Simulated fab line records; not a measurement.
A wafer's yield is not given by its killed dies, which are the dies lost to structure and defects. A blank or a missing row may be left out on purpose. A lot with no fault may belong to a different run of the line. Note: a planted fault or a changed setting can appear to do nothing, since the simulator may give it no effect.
One fault through the eyes of 2 desks    flow sky130    every desk sees just its own numbers, and what lay behind them comes last

## THE TOOL OWNER'S DESK: litho-track-03
The tool's own readings at SKY_LDD_HVN_SOFTBAKE_03 (time 60 s): means of the sampled wafers that have a number, for each lot that ran on this tool. A lot is out of limits, marked OUT, if its mean lies more than 4 standard deviations from the usual mean; the brackets give that distance.
Columns: A = heater-power-total-W at SKY_LDD_HVN_SOFTBAKE_03, usual 56.59 W; B = plate-temp-C at SKY_LDD_HVN_SOFTBAKE_03, usual 90.00 C; C = run-length-s at SKY_LDD_HVN_SOFTBAKE_03, usual 89.29 s
lot   first seen here  A                 B      C
L932  day 19 18:29     56.60             90.14  89.33
L935  day 20 11:22     56.60             90.06  89.24
L943  day 23 18:55     56.61             89.87  89.34
L945  day 24 15:07     56.56             89.93  89.31
L952  day 26 17:52     57.05 (+10) OUT   89.98  88.13 (-11) OUT
L953  day 27 05:55     56.92 (+7.3) OUT  89.94  88.29 (-9.1) OUT
This desk's finding: out of limits on L952, L953; first on L952, day 26 17:52 (heater-power-total-W at SKY_LDD_HVN_SOFTBAKE_03). In limits: L932, L935, L943, L945.

## METROLOGY DESK
What the gauges read, lot by lot, whatever tool the lot ran on: means of the sampled wafers that have a number. A lot is out of limits, marked OUT, if its mean lies more than 4 standard deviations from the usual mean; the brackets give that distance.
Columns: A = cd-nm at SKY_POLY_GATE_CD_MEAS_13, usual 150.2 nm
lot   first seen here  A
L932  day 16 09:50     151.3
L933  day 16 13:22     148.7
L934  day 17 00:33     151.0
L935  day 17 04:56     151.5
L936  day 18 04:10     147.4
L938  day 18 15:32     150.0
L939  day 19 01:25     151.3
L942  day 20 01:13     150.7
L943  day 20 10:53     149.7
L945  day 21 08:31     147.6
L952  day 23 14:41     153.2
L953  day 24 01:15     149.5
L954  day 24 03:34     150.0
L955  day 24 10:43     150.3
This desk's verdict: no lot among the 14 shows anything out of limits.

## PUT TOGETHER
An alarm could have come from the tool owner's desk at day 26 17:52, on L952, L953.
The metrology desk saw nothing out of limits.
The metrology desk holds a record of L952, L953, inside its limits.
The lots listed all ran SKY_LDD_HVN_SOFTBAKE_03 on litho-track-03.

## WHAT THE SIMULATOR HAD PUT IN
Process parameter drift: litho-track-03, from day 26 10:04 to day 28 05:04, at SKY_LDD_HVN_SOFTBAKE_03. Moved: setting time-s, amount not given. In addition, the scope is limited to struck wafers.
Struck lots among those shown: L952, L953.
Delay in hours, fault start to first out-of-limits reading, by desk: the tool owner's desk at 8.
